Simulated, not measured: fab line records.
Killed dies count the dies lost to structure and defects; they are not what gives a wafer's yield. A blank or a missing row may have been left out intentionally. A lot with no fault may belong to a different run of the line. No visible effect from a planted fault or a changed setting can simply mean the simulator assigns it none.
Comparing a struck lot with a sound one | flow sky130 | 14 out of 708 route steps
Sound: these wafers, L679.1, L679.2, L679.4. Struck: wafers L691.1, L691.3, L691.5. The cause comes at the end.
Order at every step that has rows: each side's tool, ch and its chambers, its first start. Under that, the readings that differ: sound wafers | struck wafers | difference of the means | sigmas: that difference in standard deviations of wafers without a fault.
alike: readings with means less than 2 such deviations apart, plus words and numbers identical on both sides. not compared: withheld readings, readings lacking a value on some wafer, bounds such as >300 that could conceal the same value, and numbers that have no deviation in the record and whose values overlap.
Wherever a step has rows on one side only, a row that says differs or no value, or a row with sigmas, the two part there. Non-overlapping numbers with no deviation appear without sigmas and do not part them. A reading missing from all wafers of one side parts the sides only when that side holds two or more wafers.

first, 4 steps without rows for these wafers: SKY_LDD_HVP_SOFTBAKE_03 (time 60 s); SKY_LDD_HVP_EXPOSE_04 (exposes mask HVPTM, target cd 700 nm); SKY_LDD_HVP_PEB_05; SKY_LDD_HVP_DEVELOP_06 (develop time 60 s).
SKY_LDD_HVP_OVL_MEAS_07:
  struck on overlay-02, day 26 21:22; sound on overlay-02, day 22 03:01
  alike: LDD_HVP_OVL
after that, 1 step had no rows for these wafers: SKY_LDD_HVP_IMPLANT_08.
SKY_LDD_HVP_STRIP_09: strips in O2/N2.
  sound on plasmaAsher-01 ch 0,1, day 22 03:12; struck on plasmaAsher-01 ch 1, day 26 21:34
reading             | sound             | struck            | difference | sigmas
oesProductAu (a.u.) | 0.423 0.422 0.405 | 0.407 0.400 0.406 | -0.012     | -3
  alike: drypumpMotorCurrentA, stripTimeToEndpointS
  not compared: rfHoursCounterH
SKY_LDD_HVP_TW_MEAS_10:
  struck on filmMetro-01, day 26 21:40; sound on filmMetro-04, day 22 03:18
  alike: LDD_HVP_TW
then, 4 steps without rows for these wafers: SKY_LDD_LDN_DEHYDRATE_00 (time 60 s); SKY_LDD_LDN_HMDS_01 (prime time 60 s); SKY_LDD_LDN_COAT_02 (resist thk 1140 nm); SKY_LDD_LDN_SOFTBAKE_03 (time 60 s).
SKY_LDD_LDN_EXPOSE_04: exposes mask LDNTM, target cd 700 nm.
  sound on ilineStepper-01 ch 0, day 22 18:48; struck on ilineStepper-02, day 27 11:48
  no value came back on the struck wafers for exposureDoseMJCm2, focusOffsetNm (nm), na; on the sound wafers exposureDoseMJCm2 reads 137.73 137.56 137.52
  alike: mask
after that, 1 step had no rows for these wafers: SKY_LDD_LDN_PEB_05.

== WHERE THEY PART ==
At SKY_LDD_HVP_STRIP_09 first; at SKY_LDD_LDN_EXPOSE_04 last (within this record only).

WHY: what the simulator had put in
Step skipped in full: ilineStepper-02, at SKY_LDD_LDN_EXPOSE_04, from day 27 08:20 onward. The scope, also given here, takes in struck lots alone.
